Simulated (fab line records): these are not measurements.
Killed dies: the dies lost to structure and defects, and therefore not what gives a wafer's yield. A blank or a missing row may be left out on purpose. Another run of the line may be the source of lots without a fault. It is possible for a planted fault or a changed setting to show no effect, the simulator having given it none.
The same fault as seen by 2 desks / flow gf180mcu / each desk holds nothing but its own numbers, with what lay behind them at the end

== DESK OF THE TOOL OWNER: wet_bench-03 ==
The tool's own readings at GF_STI_WET_ETCH_26 (etches SiO2 in dHF, target depth 94 nm, time 188 s): means of the sampled wafers that have a number, for each lot that ran on this tool. A lot is out of limits, marked OUT, if its mean lies more than 4 standard deviations from the usual mean; the brackets give that distance.
Columns: A = run_length_s at GF_STI_WET_ETCH_26, usual 217 s
lot=L612; first seen here=day 3 06:07; A=46 (-43) OUT
lot=L615; first seen here=day 3 20:34; A=54 (-41) OUT
lot=L630; first seen here=day 7 02:07; A=223
This desk finds L612, L615 out of limits, L612 being first, at day 3 06:07 (run_length_s at GF_STI_WET_ETCH_26). L630: within limits.

== AT THE METROLOGY DESK ==
Means of the sampled wafers that have a number, per lot and without regard to the tool the lot ran on: this is what the gauges read. A lot is out of limits, marked OUT, if its mean lies more than 4 standard deviations from the usual mean; the brackets give that distance.
Columns: A = STI_OXIDATION_01_THK at GF_STI_THK_MEAS_22, usual 15.01 nm; B = STI_CVD_23_THK at GF_STI_THK_MEAS_24, usual 652 nm; C = STI_OXIDATION_02_THK at GF_STI_THK_MEAS_30, usual 10.00 nm; D = DNWELL_TW at GF_DNWELL_TW_MEAS_09, usual 1350; E = NWELL_OVL at GF_NWELL_OVL_MEAS_07, usual -0.1 nm; F = NWELL_TW at GF_NWELL_TW_MEAS_11, usual 1566
lot=L607; first seen here=day 2 03:22; A=14.62; B=650; C=10.32; D=1365; E=-1.4; F=1571
lot=L612; first seen here=day 3 05:36; A=14.90; B=654; C=9.86; D=1375; E=-1.1; F=1568
lot=L615; first seen here=day 3 20:05; A=14.84; B=646; C=10.02; D=1357; E=-0.1; F=1547
lot=L626; first seen here=day 6 07:37; A=14.51; B=653; C=10.06; D=1357; E=0.8; F=1571
lot=L628; first seen here=day 6 15:50; A=15.44; B=652; C=9.77; D=1354; E=-0.1; F=1545
lot=L630; first seen here=day 7 01:37; A=15.09; B=652; C=9.73; D=1344; E=1.1; F=1596
Result from this desk: across the 6 lots, nothing is out of limits.

== TAKEN TOGETHER ==
At day 3 06:07, on L612, L615, the tool owner's desk was in a position to raise an alarm.
The metrology desk saw nothing out of limits.
The metrology desk has L612, L615 on record, within its limits.
Every lot named ran GF_STI_WET_ETCH_26 on wet_bench-03.

== WHAT WAS PUT IN BY THE SIMULATOR ==
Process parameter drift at GF_STI_WET_ETCH_26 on wet_bench-03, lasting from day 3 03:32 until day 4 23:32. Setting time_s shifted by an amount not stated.
Struck lots among those shown: L612, L615.
Hours from the fault's start to each desk's first reading out of limits: the tool owner's desk, 3.
